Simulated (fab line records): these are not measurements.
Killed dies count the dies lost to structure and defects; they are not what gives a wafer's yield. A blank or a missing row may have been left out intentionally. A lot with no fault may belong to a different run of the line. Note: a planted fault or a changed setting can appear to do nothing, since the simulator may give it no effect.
What tool caused it? + flow sky130 + Sampling: 7 lots, 21 wafers, 2 of 708 route steps

== WHAT THE GAUGES SHOWED, per wafer ==
SKY_LDD_LDN_TW_MEAS_13.
| lot  | measured     | on           | LDD_LDN_TW     |
|------|--------------|--------------|----------------|
| L716 | day 23 10:09 | filmMetro-03 | 1453 1458 1449 |
| L719 | day 24 14:20 | filmMetro-01 | 1478 1475 1483 |
| L721 | day 24 20:56 | filmMetro-04 | 1485 1475 1483 |
| L724 | day 26 03:19 | filmMetro-01 | 1486 1489 1476 |
| L729 | day 28 01:29 | filmMetro-01 | 1490 1491 1485 |
| L734 | day 29 19:16 | filmMetro-03 | 1453 1458 1456 |
| L737 | day 30 13:06 | filmMetro-03 | 1465 1461 1451 |

== WHICH TOOL RAN EACH LOT (tool, then ch and the chambers of the sampled wafers, then the start) ==
| lot  | SKY_FIELD_ISO_STRIP_16             |
|------|------------------------------------|
| L716 | plasmaAsher-01 ch 0,1, day 2 14:08 |
| L719 | plasmaAsher-04 ch 0,1, day 3 02:04 |
| L721 | plasmaAsher-04 ch 1, day 3 11:35   |
| L724 | plasmaAsher-01 ch 0,1, day 4 03:17 |
| L729 | plasmaAsher-04 ch 0,1, day 5 06:14 |
| L734 | plasmaAsher-02 ch 1, day 6 08:08   |
| L737 | plasmaAsher-01 ch 0,1, day 7 01:22 |
- SKY_FIELD_ISO_STRIP_16: strips in O2/N2.

== THE ANSWER, worked out from the rows above alone ==
Rule: what is usual is taken from the lots themselves. Put in order of their means at a reading, lots are off if they are a third of the lots or fewer, leave a main group of 4 or more, and stand apart from it by a gap of 3 or more times the standard deviation of the main group's means; of several such gaps the widest counts. The tables above print the reading to a certain number of digits; a main group whose means all agree to those digits is not used. Also off: a lot with no number at a reading for which 4 or more lots have one. All remaining lots with rows at the step are treated as sound.
No lot is off at any reading shown: from this, nothing can be told.

== WHAT THE SIMULATOR PUT IN ==
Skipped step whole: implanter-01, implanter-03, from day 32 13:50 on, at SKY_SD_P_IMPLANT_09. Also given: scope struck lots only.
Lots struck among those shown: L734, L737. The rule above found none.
